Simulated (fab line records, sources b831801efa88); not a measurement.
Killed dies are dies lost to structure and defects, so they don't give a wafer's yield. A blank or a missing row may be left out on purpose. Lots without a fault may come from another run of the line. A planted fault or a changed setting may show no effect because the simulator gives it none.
Which tool did it? | flow sky130 | 14 lots, 42 wafers sampled, at 3 steps of a route of 708

WHAT THE GAUGES READ, wafer by wafer
The record holds no reading of a measuring or inspecting step that can be judged against a usual standard deviation.

WHICH TOOL RAN EACH LOT (tool, then ch and the chambers of the sampled wafers, then the start)
lot  | SKY_CAP2M_COAT_07                 | SKY_CAP2M_STRIP_14                   | SKY_PAD_OPEN_PROBE_99
L928 | litho_track-04 ch 0, day 40 06:32 | plasma_asher-03 ch 0,1, day 40 19:43 | -
L931 | litho_track-04 ch 0, day 41 09:32 | plasma_asher-03 ch 0,1, day 41 21:44 | -
L930 | litho_track-04 ch 0, day 41 15:20 | plasma_asher-02 ch 0,1, day 42 03:49 | prober-02, day 46 23:28
L932 | litho_track-04 ch 0, day 41 23:09 | plasma_asher-01 ch 0, day 42 10:11   | prober-01, day 47 05:55
L933 | litho_track-04 ch 0, day 42 01:21 | plasma_asher-02 ch 0,1, day 42 12:55 | -
L935 | litho_track-04 ch 0, day 42 05:26 | plasma_asher-03 ch 0,1, day 42 17:09 | -
L934 | litho_track-04 ch 0, day 42 08:42 | plasma_asher-03 ch 0,1, day 42 21:07 | -
L940 | litho_track-03 ch 0, day 44 14:48 | plasma_asher-02 ch 0,1, day 45 01:41 | -
L945 | litho_track-03 ch 0, day 45 01:00 | plasma_asher-03 ch 0,1, day 45 11:38 | -
L947 | litho_track-03 ch 0, day 45 13:15 | plasma_asher-02 ch 0,1, day 46 00:05 | -
L949 | litho_track-04 ch 0, day 46 00:38 | plasma_asher-03 ch 0,1, day 46 10:59 | -
L948 | litho_track-03 ch 0, day 46 02:18 | plasma_asher-01 ch 0,1, day 46 12:46 | -
L950 | litho_track-03 ch 0, day 46 10:49 | plasma_asher-03 ch 0,1, day 46 21:34 | -
L951 | litho_track-02 ch 0, day 46 15:43 | plasma_asher-02 ch 0,1, day 47 02:50 | -
- SKY_CAP2M_COAT_07: resist thk 1140 nm.
- SKY_CAP2M_STRIP_14: strips in O2/N2.
- SKY_PAD_OPEN_PROBE_99

WHAT THE TOOLS THEMSELVES READ (means of the sampled wafers that have a number; where no wafer has one, the mark that the record gives instead)
SKY_CAP2M_STRIP_14. Usual: drypump_motor_current_A 5.4 A, standard deviation 0.4; oes_product_au 0.711 a.u., standard deviation 0.0044; strip_time_to_endpoint_s 12.64 s, standard deviation 0.038.
lot  | tool            | drypump_motor_current_A (A) | oes_product_au (a.u.) | strip_time_to_endpoint_s (s) | flag
L928 | plasma_asher-03 | 5.0                         | 0.708                 | 12.68                        |
L931 | plasma_asher-03 | 5.1                         | 0.714                 | 12.68                        |
L930 | plasma_asher-02 | 5.7                         | 0.709                 | 12.62                        |
L932 | plasma_asher-01 | 5.9                         | 0.715                 | 12.67                        |
L933 | plasma_asher-02 | 5.7                         | 0.712                 | 12.65                        |
L935 | plasma_asher-03 | 5.0                         | 0.711                 | 12.80                        | OFF
L934 | plasma_asher-03 | 5.0                         | 0.714                 | 12.80                        | OFF
L940 | plasma_asher-02 | 5.6                         | 0.711                 | 12.62                        |
L945 | plasma_asher-03 | 5.0                         | 0.709                 | 12.69                        |
L947 | plasma_asher-02 | 5.7                         | 0.710                 | 12.64                        |
L949 | plasma_asher-03 | 5.1                         | 0.712                 | 12.59                        |
L948 | plasma_asher-01 | 5.9                         | 0.706                 | 12.64                        |
L950 | plasma_asher-03 | 5.0                         | 0.713                 | 12.67                        |
L951 | plasma_asher-02 | 5.6                         | 0.712                 | 12.65                        |

SKY_PAD_OPEN_PROBE_99. Usual: defect_limited_yield 82.8 %, standard deviation 1.9; killed_at_M0_to_M3 43, standard deviation 7.3; killed_at_M4_up 3.6, standard deviation 1.9; killed_at_contacts 23, standard deviation 5.3; killed_at_front_end 15, standard deviation 4.5; killed_at_other 0.3, standard deviation 0.72; killed_dies 85, standard deviation 9.4; killed_open 46, standard deviation 6.7; killed_short 38, standard deviation 6.8; sort_bin_3_pad_short 0.8 %, standard deviation 0.36; sort_bin_5_function 10.1 %, standard deviation 1.3; sort_bin_6_memory 6.3 %, standard deviation 1.2; sort_n_pass 407, standard deviation 9.4; sort_yield_pct 82.8 %, standard deviation 1.9.
lot  | tool      | defect_limited_yield (%) | killed_at_M0_to_M3 | killed_at_M4_up | killed_at_contacts | killed_at_front_end | killed_at_other | killed_dies | killed_open | killed_short | sort_bin_3_pad_short (%) | sort_bin_5_function (%) | sort_bin_6_memory (%) | sort_n_pass | sort_yield_pct (%) | flag
L930 | prober-02 | 79.1                     | 52                 | 5.0             | 29                 | 16                  | 1.0             | 103         | 61          | 42           | 0.7                      | 12.7                    | 7.5                   | 389         | 79.1               |
L932 | prober-01 | 82.1                     | 48                 | 3.3             | 23                 | 14                  | 0.0             | 88          | 49          | 38           | 0.8                      | 11.1                    | 6.0                   | 404         | 82.1               |

THE ANSWER, worked out from the rows above alone
Rule: a lot is off if the mean of its wafers that have a number lies more than 3 standard deviations from the usual mean. A lot without any number at a reading at which 4 lots or more have one is off too. The other lots that the step has rows for count as sound. The gauges are gone through in route order, then the tools' own readings, and for those a lot's mean is taken as printed above. The first step at which some lot is off is used, and at that step the reading that is off furthest; a lot without a number counts as furthest.
Off: L935, L934, at SKY_CAP2M_STRIP_14 (strip_time_to_endpoint_s).
A tool fits if, at that step or a process step before it, it ran every lot that is off, and no sound lot after the first of them. None of those tried fits.

WHAT THE SIMULATOR HAD PUT IN
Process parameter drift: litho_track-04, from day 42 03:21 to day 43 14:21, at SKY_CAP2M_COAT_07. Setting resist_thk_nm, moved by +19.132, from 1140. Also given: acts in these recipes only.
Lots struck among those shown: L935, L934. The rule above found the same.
